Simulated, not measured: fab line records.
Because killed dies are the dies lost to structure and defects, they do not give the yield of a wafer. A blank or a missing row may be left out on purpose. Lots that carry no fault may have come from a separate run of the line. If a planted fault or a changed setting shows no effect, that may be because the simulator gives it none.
A lot that was struck, set against a sound lot :: flow gf180mcu :: 14 steps out of a route of 602
Sound: these wafers, L255.1, L255.3, L255.5. Wafers L246.5, L246.6 were the ones struck. The cause is given at the end.
Each step with rows lists, per side, the tool, then ch with its chambers, then its first start. Under that, the readings that differ: sound wafers :: struck wafers :: difference of the means :: sigmas: that difference in standard deviations of wafers without a fault.
alike: readings whose means differ by less than 2 such deviations, and words and numbers that are the same on both sides. not compared: withheld readings, readings that some wafer has no value for, bounds like >300 that may hide the same value, and numbers for which the record gives no deviation and whose values overlap.
The two part at a step that has a row with sigmas, a row that says differs or no value, or rows on one side only. Non-overlapping numbers with no deviation appear without sigmas and do not part them. Lack of a reading on every wafer of one side parts them only where that side has two or more wafers.

GF_V3_OVL_MEAS_15:
  struck on overlay-02, day 26 03:39; sound on overlay-02, day 29 03:37
reading: V3_OVL (nm)
sound: -4 -8 -8
struck: 12 2
difference: +14
sigmas: +2
then, 2 steps without rows for these wafers: GF_V3_ETCH_16 (etches BARC in N2/H2); GF_V3_ETCH_17 (etches SiO2 in C4F8/O2/Ar, stops on TiN, target depth 635 nm).
GF_V3_STRIP_18: strips in O2/N2.
  sound on plasma-asher-02 ch 0,1, day 29 03:46; struck on plasma-asher-04 ch 0,1, day 26 03:52
  alike: drypump-motor-current-A, heater-power-w, n2-flow-sccm, oes-product-au
  not compared: rf-hours-counter-h
then, 2 steps without rows for these wafers: GF_V3_STRIP_19 (strips in post etch residue remover, time 1200 s); GF_V3_CLEAN_20 (cleans in DIW).
GF_V3_SPUTTER_21: material Ti, target thk 15 nm, time 80.02 s.
  struck on pvd-sputter-03, day 26 04:22; sound on pvd-sputter-02, day 29 04:19
  alike: throttle-valve-pct
GF_V3_SPUTTER_22: material TiN, target thk 10 nm, time 40 s.
  struck on pvd-sputter-03, day 26 04:25; sound on pvd-sputter-02, day 29 04:22
  alike: throttle-valve-pct
GF_V3_CVD_23: deposits W, target thk 350 nm, time 104.9 s.
  sound on cvd-w-01 ch 0, day 29 04:25; struck on cvd-w-02 ch 0,1, day 26 04:31
reading: heater-power-w (W)
sound: 693 699 713
struck: 857 903
difference: +178
sigmas: +2
GF_V3_RS_MEAS_24: the measuring method here is four-point-probe.
  struck on film-metro-01, day 26 04:38; sound on film-metro-01, day 29 04:31
  alike: V3_W_RS
GF_V3_THK_MEAS_25: measures by xrf.
  struck on film-metro-01, day 26 04:43; sound on film-metro-01, day 29 04:38
  alike: V3_W_THK
then, 1 step without rows for these wafers: GF_V3_CMP_26 (polishes, stops on SiO2, t overpolish 15 s, target thk 0 nm).
GF_M4_SPUTTER_00: material Ti, target thk 37.5 nm, time 150 s.
  struck on pvd-sputter-04, day 26 05:05; sound on pvd-sputter-03, day 29 05:00
reading: model.Ti_of_M4_SPUTTER_00.thk-nm (nm)
sound: 36.92 37.26 37.08
struck: 56.11 56.38
difference: +19.16
sigmas: 
  alike: throttle-valve-pct
GF_M4_SPUTTER_01: material TiN, target thk 30 nm, time 25 s.
  struck on pvd-sputter-04, day 26 05:08; sound on pvd-sputter-03, day 29 05:06
  alike: throttle-valve-pct

WHERE THEY PART
At GF_V3_OVL_MEAS_15 first; at GF_V3_CVD_23 last (within this record only). Later steps at which nothing parts them and some readings are alike: GF_V3_RS_MEAS_24, GF_V3_THK_MEAS_25, GF_M4_SPUTTER_00, GF_M4_SPUTTER_01.

WHY: whatever the simulator had introduced
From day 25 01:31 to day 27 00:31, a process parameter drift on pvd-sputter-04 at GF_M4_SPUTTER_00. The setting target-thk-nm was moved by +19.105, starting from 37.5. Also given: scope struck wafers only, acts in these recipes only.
